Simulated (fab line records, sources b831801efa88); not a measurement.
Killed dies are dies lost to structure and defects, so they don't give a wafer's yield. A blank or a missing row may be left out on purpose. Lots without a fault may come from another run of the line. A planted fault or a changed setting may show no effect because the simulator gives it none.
Split-lot experiment | flow sky130 | 5 lots, 23 wafers read, on a route of 708 steps

THE SPLIT
At SKY_CAPM_SPUTTER_02 (material TiN, target thk 200 nm, time 166.7 s), the setting power_w was moved away from the recipe's 6500 W on 5 of the 23 wafers read, by -4.7% to +5.8%. The other wafers ran this setting at the recipe's value.

FROM THE SPLIT TO THE READING: what the file shows between them, 5 steps
- SKY_CAPM_RS_MEAS_03: measures by four-point-probe
- SKY_CAPM_THK_MEAS_04: measures by xrf
- SKY_CAPM_DEHYDRATE_05: time 60 s
- SKY_CAPM_HMDS_06: prime time 60 s
- SKY_CAPM_DEVELOP_11: develop time 60 s

THE READING
oes_product_au, in a.u., at SKY_CAPM_METAL_ETCH_13 (etches TiN in Cl2/BCl3, stops on SiO2, target depth 220 nm, time 62.9 s). Fault-free wafers of this fab line usually give 0.942 a.u., standard deviation 0.008 a.u..

wafer  | tool, chamber at the split | power_w as run, W | against the recipe | oes_product_au, a.u. | against lot-mates on the recipe
L076.1 | pvd_sputter-03, -          | 6500              | recipe             | 0.949                | -
L076.2 | pvd_sputter-03, -          | 6500              | recipe             | 0.947                | -
L076.4 | pvd_sputter-03, -          | 6500              | recipe             | 0.954                | -
L076.5 | pvd_sputter-03, -          | 6500              | recipe             | 0.959                | -
L076.6 | pvd_sputter-03, -          | 6500              | recipe             | 0.938                | -
L079.1 | pvd_sputter-04, -          | 6500              | recipe             | 0.949                | -
L079.3 | pvd_sputter-04, -          | 6500              | recipe             | 0.947                | -
L079.4 | pvd_sputter-04, -          | 6192              | -4.7%              | 0.923                | -0.025
L079.5 | pvd_sputter-04, -          | 6500              | recipe             | 0.949                | -
L079.6 | pvd_sputter-04, -          | 6192              | -4.7%              | 0.925                | -0.023
L080.2 | pvd_sputter-04, -          | 6876              | +5.8%              | 0.964                | +0.023
L080.3 | pvd_sputter-04, -          | 6500              | recipe             | 0.940                | -
L080.4 | pvd_sputter-04, -          | 6500              | recipe             | 0.942                | -
L080.5 | pvd_sputter-04, -          | 6876              | +5.8%              | 0.972                | +0.031
L080.6 | pvd_sputter-04, -          | 6876              | +5.8%              | 0.965                | +0.024
L084.3 | pvd_sputter-04, -          | 6500              | recipe             | 0.924                | -
L084.4 | pvd_sputter-04, -          | 6500              | recipe             | 0.935                | -
L084.6 | pvd_sputter-04, -          | 6500              | recipe             | 0.933                | -
L083.1 | pvd_sputter-04, -          | 6500              | recipe             | 0.939                | -
L083.3 | pvd_sputter-04, -          | 6500              | recipe             | 0.949                | -
L083.4 | pvd_sputter-04, -          | 6500              | recipe             | 0.941                | -
L083.5 | pvd_sputter-04, -          | 6500              | recipe             | 0.939                | -
L083.6 | pvd_sputter-04, -          | 6500              | recipe             | 0.940                | -

THE FIT
A straight line over all 23 wafers: oes_product_au changes by +0.0041 a.u. for each +1% of power_w; r = +0.82; the points scatter about the line by 0.0076 a.u..
The same after taking each lot's own level away (the mean of its wafers on the recipe; 23 wafers): +0.00471 a.u. for each +1%; r = +0.94; scatter 0.0046 a.u..
On that fit, the largest move of power_w shifts the reading by 0.027 a.u..
The lots' own levels span 0.9307 to 0.9494 a.u., that is 2.3 times the standard deviation above.
So the lot-to-lot level changes the slope: the two fits differ.
Check: with one of the wafers moved furthest among these (+5.8%) left out of the fit, the line predicts +0.0282 a.u. for it against its lot-mates. It came out at +0.023 a.u. against them.

THE WHOLE CHAIN: every reading that the file lists as answering this split, in the file's order
step                   | what it does                                                            | reading                                                                        | change (the file's fit)                   | r (the file's)
SKY_CAPM_SPUTTER_02    | material TiN, target thk 200 nm, time 166.7 s                           | TiN_of_CAPM_SPUTTER_02.thk_nm (the simulator's own value, which no gauge read) | +1.91 nm for each +1% of the setting      | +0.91
SKY_CAPM_RS_MEAS_03    | measures by four-point-probe                                            | CAPM_TIN_RS                                                                    | -0.0667 for each +1% of the setting       | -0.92
SKY_CAPM_THK_MEAS_04   | measures by xrf                                                         | CAPM_TIN_THK                                                                   | +1.87 for each +1% of the setting         | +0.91
SKY_CAPM_METAL_ETCH_13 | etches TiN in Cl2/BCl3, stops on SiO2, target depth 220 nm, time 62.9 s | oes_product_au                                                                 | +0.00478 a.u. for each +1% of the setting | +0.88

THE FILE'S OWN FIT
oes_product_au changes by +0.00478 a.u. for each +1% of power_w, r = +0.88.
